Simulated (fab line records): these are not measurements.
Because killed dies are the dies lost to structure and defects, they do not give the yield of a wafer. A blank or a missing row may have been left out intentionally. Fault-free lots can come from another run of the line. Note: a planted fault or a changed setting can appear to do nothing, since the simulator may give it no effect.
Matching of chambers | flow gf180mcu | cmp-01 running GF_V5_CMP_04: 4 sister chambers
The step polishes SiO2. 8 wafers are shown with their chamber, then 7 later ones without.

WAFERS WITH THEIR CHAMBER
wafer  | chamber | motor current A (A) | slurry filter dp kPa (kPa)
L723.1 | 1       | 10.7                | 13.64
L723.4 | 0       | 11.8                | 13.36
L723.6 | 2       | 14.4                | 13.50
L725.2 | 1       | 10.7                | 13.45
L725.3 | 3       | 14.7                | 13.53
L725.5 | 0       | 11.0                | 13.64
L736.1 | 3       | 14.9                | 13.44
L736.2 | 2       | 14.2                | 13.51

WAFERS WITH NO CHAMBER GIVEN
wafer  | motor current A (A) | slurry filter dp kPa (kPa)
L736.3 | 11.5                | 13.56
L739.1 | 11.3                | 13.53
L739.3 | 11.1                | 13.36
L739.5 | 15.0                | 13.62
L741.1 | 11.3                | 13.63
L741.2 | 14.3                | 13.62
L741.6 | 11.8                | 13.36

THE CHAMBER EACH PASSED THROUGH
wafer  | from the rows above     | in truth
L736.3 | 0                       | 0
L739.1 | can't be placed: 0 or 1 | 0
L739.3 | can't be placed: 0 or 1 | 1
L739.5 | can't be placed: 3 or 2 | 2
L741.1 | can't be placed: 0 or 1 | 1
L741.2 | can't be placed: 2 or 3 | 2
L741.6 | 0                       | 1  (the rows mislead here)
Correctly placed: 1 of 7. From these rows, 5 cannot be placed; in 5 the true chamber is one of the candidates. 1 placed wrongly.
How it was worked out, from the rows above alone: a wafer's distance from a chamber is the root of the sum, over the readings, of the square of ((its reading less the chamber's mean) divided by the reading's scatter). The wafer belongs to the nearest chamber; if the next one is less than 2 further off, it can't be placed. The mean given for a chamber averages the wafers shown for that chamber. How the scatter is found: for the shown wafers, subtract from each reading the mean of its chamber, square and add these, divide the total by (wafers less chambers), then take the root.
